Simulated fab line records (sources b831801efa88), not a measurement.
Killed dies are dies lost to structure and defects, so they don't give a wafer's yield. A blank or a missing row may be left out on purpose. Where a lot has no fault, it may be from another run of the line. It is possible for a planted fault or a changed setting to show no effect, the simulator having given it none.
Which of the tools did it?	flow gf180mcu	13 lots, 38 wafers sampled, at 4 steps of a route of 602

## WHAT EACH GAUGE READ, for each wafer
GF_V1_BOW_MEAS_05. Usual: V1_BOW typically reads 81 um, with standard deviation 7.8.
lot	measured	on	V1_BOW (um)	flag
L139	day 17 13:46	film metro-02	76 83 66	
L140	day 18 02:58	film metro-02	72 57 63	
L142	day 18 15:29	film metro-02	70 84 88	
L144	day 20 05:56	film metro-01	79 97 86	
L145	day 20 07:43	film metro-04	73 75 79	
L146	day 20 20:50	film metro-01	74 85 73	
L147	day 21 19:26	film metro-01	76 86 71	
L148	day 22 06:08	film metro-01	79 84	
L149	day 22 18:24	film metro-01	85 84 96	
L150	day 22 18:26	film metro-04	68 73 85	
L153	day 23 00:05	film metro-01	84 76 82	
L152	day 23 02:10	film metro-01	75 84 83	
L154	day 23 10:00	film metro-02	67 66 68	

GF_V1_RS_MEAS_24: the measuring method here is four-point-probe. Usual: V1_W_RS typically reads 0.328 ohm/sq, with standard deviation 0.0043.
lot	measured	on	V1_W_RS (ohm/sq)	flag
L139	day 18 14:37	film metro-01	0.329 0.329 0.333	
L140	day 19 03:23	film metro-02	0.327 0.328 0.326	
L142	day 19 16:58	film metro-02	0.328 0.330 0.325	
L144	day 21 07:35	film metro-01	0.324 0.328 0.328	
L145	day 21 09:31	film metro-01	0.327 0.327 0.324	
L146	day 21 22:07	film metro-01	0.330 0.330 0.334	
L147	day 22 19:35	film metro-02	0.329 0.316 0.325	
L148	day 23 06:19	film metro-01	0.332 0.331	
L149	day 23 18:50	film metro-01	0.331 0.326 0.334	
L150	day 23 18:49	film metro-04	0.334 0.327 0.329	
L153	day 24 00:03	film metro-01	0.186 0.188 0.189 0.186 0.188 0.190	OFF
L152	day 24 01:47	film metro-02	0.188 0.188 0.186 0.189 0.188 0.185	OFF
L154	day 24 09:19	film metro-01	0.322 0.328 0.323	

## WHAT TOOL EACH LOT RAN ON (gives the tool, then ch and the chambers of the sampled wafers, and finally the start)
lot	GF_V1_ETCH_16	GF_V1_CVD_23
L139	rie diel-03 ch 0,1,3, day 18 13:43	cvd w-01 ch 0,1, day 18 14:29
L140	rie diel-01 ch 0,1,2, day 19 02:29	cvd w-02 ch 1, day 19 03:17
L142	rie diel-01 ch 1,2,3, day 19 16:04	cvd w-02 ch 0,1, day 19 16:50
L144	rie diel-01 ch 0,1, day 21 06:34	cvd w-01 ch 0,1, day 21 07:28
L145	rie diel-03 ch 0,1,2, day 21 08:37	cvd w-01 ch 1, day 21 09:25
L146	rie diel-01 ch 0,1,2, day 21 21:07	cvd w-02 ch 0, day 21 21:53
L147	rie diel-01 ch 1,3, day 22 18:41	cvd w-02 ch 0,1, day 22 19:27
L148	rie diel-01 ch 3, day 23 05:22	cvd w-02 ch 0, day 23 06:11
L149	rie diel-01 ch 2,3, day 23 17:55	cvd w-01 ch 0,1, day 23 18:43
L150	rie diel-03 ch 0,2, day 23 17:56	cvd w-02 ch 0,1, day 23 18:42
L153	rie diel-02 ch 0,1, day 23 23:10	cvd w-02 ch 0,1, day 23 23:56
L152	rie diel-01 ch 0,1,2, day 24 00:52	cvd w-02 ch 0,1, day 24 01:40
L154	rie diel-02 ch 1,3, day 24 08:22	cvd w-01 ch 0,1, day 24 09:13
- GF_V1_ETCH_16: etches BARC in N2/H2.
- GF_V1_CVD_23: deposits W, target thk 350 nm, time 105.05 s.

## WHAT THE TOOLS THEMSELVES READ (means of the sampled wafers that have a number; where no wafer has one, the mark that the record gives instead)
GF_V1_ETCH_16. Usual: chamber pressure mTorr 29.998 mTorr, standard deviation 0.028; drypump motor current A 5.7 A, standard deviation 0.51; oes product au 0.854 a.u., standard deviation 0.0049; throttle valve pct 13.224 %, standard deviation 0.0097.
lot	tool	chamber pressure mTorr (mTorr)	drypump motor current A (A)	oes product au (a.u.)	throttle valve pct (%)	flag
L139	rie diel-03	30.009	5.6	0.854	13.223	
L140	rie diel-01	29.998	5.7	0.853	13.218	
L142	rie diel-01	29.972	5.9	0.856	13.216	
L144	rie diel-01	30.011	5.4	0.855	13.226	
L145	rie diel-03	30.012	5.5	0.857	13.226	
L146	rie diel-01	30.025	5.7	0.853	13.230	
L147	rie diel-01	29.975	5.7	0.854	13.222	
L148	rie diel-01	30.026	6.0	0.845	13.224	
L149	rie diel-01	30.005	6.3	0.857	13.222	
L150	rie diel-03	30.000	5.9	0.849	13.225	
L153	rie diel-02	29.985	5.5	0.851	13.233	
L152	rie diel-01	29.993	5.7	0.853	13.231	
L154	rie diel-02	29.969	4.9	0.864	13.225	

GF_V1_CVD_23. Usual: heater power w reads 942 W (standard deviation 34).
lot	tool	heater power w (W)	flag
L139	cvd w-01	910	
L140	cvd w-02	956	
L142	cvd w-02	966	
L144	cvd w-01	881	
L145	cvd w-01	877	
L146	cvd w-02	960	
L147	cvd w-02	953	
L148	cvd w-02	954	
L149	cvd w-01	876	
L150	cvd w-02	961	
L153	cvd w-02	961	
L152	cvd w-02	978	
L154	cvd w-01	911	

## THE ANSWER, worked out from the rows above alone
Rule: lot off if the mean of its wafers having a number is beyond 3 standard deviations from the usual mean. Also off: a lot with no number at a reading for which 4 or more lots have one. Any other lot the step has rows for is counted as sound. First the gauges in route order, then the tools' own readings, where a lot's mean is used as printed above. At the first step where some lot is off, the reading lying furthest off is the one used; lots without a number count as furthest.
Off: L153, L152, seen at GF_V1_RS_MEAS_24 (V1_W_RS).
If a tool, at a process step before that reading, ran all the lots that are off and no sound lot after the first of them, it fits. Those tools and the gauges at GF_V1_RS_MEAS_24 are tried in the same way. One fits: GF_V1_CVD_23 on cvd w-02. Its last sound lot is L150 (day 23 18:42), its first lot that is off L153 (day 23 23:56): a fault that began between those two fits.

## WHAT WAS PUT IN BY THE SIMULATOR
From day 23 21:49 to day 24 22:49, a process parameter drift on cvd w-02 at GF_V1_CVD_23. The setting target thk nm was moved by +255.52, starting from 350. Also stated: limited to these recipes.
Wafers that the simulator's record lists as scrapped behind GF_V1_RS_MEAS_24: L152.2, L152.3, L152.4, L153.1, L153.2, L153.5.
Struck lots among those shown: L153, L152. Same finding as the rule above.
